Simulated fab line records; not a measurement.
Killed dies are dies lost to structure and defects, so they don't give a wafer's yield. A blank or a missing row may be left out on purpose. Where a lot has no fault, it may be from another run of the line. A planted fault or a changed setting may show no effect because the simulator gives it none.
The tool behind it: which one? | flow sky130 | 7 lots with 21 wafers sampled at 3 steps, on a route of 708 steps

WHAT EACH GAUGE READ, for each wafer
SKY_LI_CONTACT_CD_MEAS_12: target cd 170 nm.
lot  | measured     | on        | cd_nm (nm)
L309 | day 30 02:26 | cd_sem-01 | 171.0 169.4 171.2
L311 | day 30 13:59 | cd_sem-01 | 168.7 167.9 168.1
L315 | day 31 10:25 | cd_sem-02 | 170.3 169.3 170.6
L320 | day 33 01:07 | cd_sem-01 | - - -
L322 | day 33 16:11 | cd_sem-01 | 171.9 171.9 173.5
L328 | day 35 08:59 | cd_sem-01 | 170.2 169.1 169.9
L331 | day 36 14:46 | cd_sem-02 | 167.6 168.9 167.1

EACH LOT AND THE TOOL THAT RAN IT (in order: tool; ch and the chambers of the sampled wafers; start)
lot  | SKY_SD_N_RTA_14                  | SKY_LI_CONTACT_DEVELOP_11
L309 | rtp_anneal-01 ch 0, day 28 21:25 | litho_track-02 ch 0, day 30 02:00
L311 | rtp_anneal-01 ch 0, day 29 07:22 | litho_track-02 ch 0, day 30 13:00
L315 | rtp_anneal-02 ch 0, day 30 06:13 | litho_track-02 ch 0, day 31 10:00
L320 | rtp_anneal-01 ch 0, day 31 21:09 | litho_track-03, day 33 00:00
L322 | rtp_anneal-01 ch 0, day 32 12:41 | litho_track-03 ch 0, day 33 16:00
L328 | rtp_anneal-02 ch 0, day 34 08:47 | litho_track-02 ch 0, day 35 08:00
L331 | rtp_anneal-01 ch 0, day 35 12:55 | litho_track-04 ch 0, day 36 14:00
- SKY_SD_N_RTA_14: time 2 s.
- SKY_LI_CONTACT_DEVELOP_11: develop time 60 s.

THE ANSWER, worked out from the rows above alone
Rule: what is usual is taken from the lots themselves. The widest of any qualifying gaps counts: lots, ordered by their means at a reading, are off when they make up no more than a third of the lots, leave a main group of 4 or more, and stand apart from it by 3 or more times the standard deviation of that group's means. Not used: any main group whose means are identical at the precision the tables above print for the reading. Also off: a lot with no number at a reading for which 4 or more lots have one. The other lots that the step has rows for count as sound.
Off, at SKY_LI_CONTACT_CD_MEAS_12 on cd_nm: L320. Without a number there: L320. The main group: mean 169.8 nm, standard deviation 1.5.
If a tool, at a process step before that reading, ran all the lots that are off and no sound lot after the first of them, it fits. Gauges at SKY_LI_CONTACT_CD_MEAS_12: tried the same way as those tools. Not one of the candidates tried fits.

WHAT HAD BEEN PUT IN BY THE SIMULATOR
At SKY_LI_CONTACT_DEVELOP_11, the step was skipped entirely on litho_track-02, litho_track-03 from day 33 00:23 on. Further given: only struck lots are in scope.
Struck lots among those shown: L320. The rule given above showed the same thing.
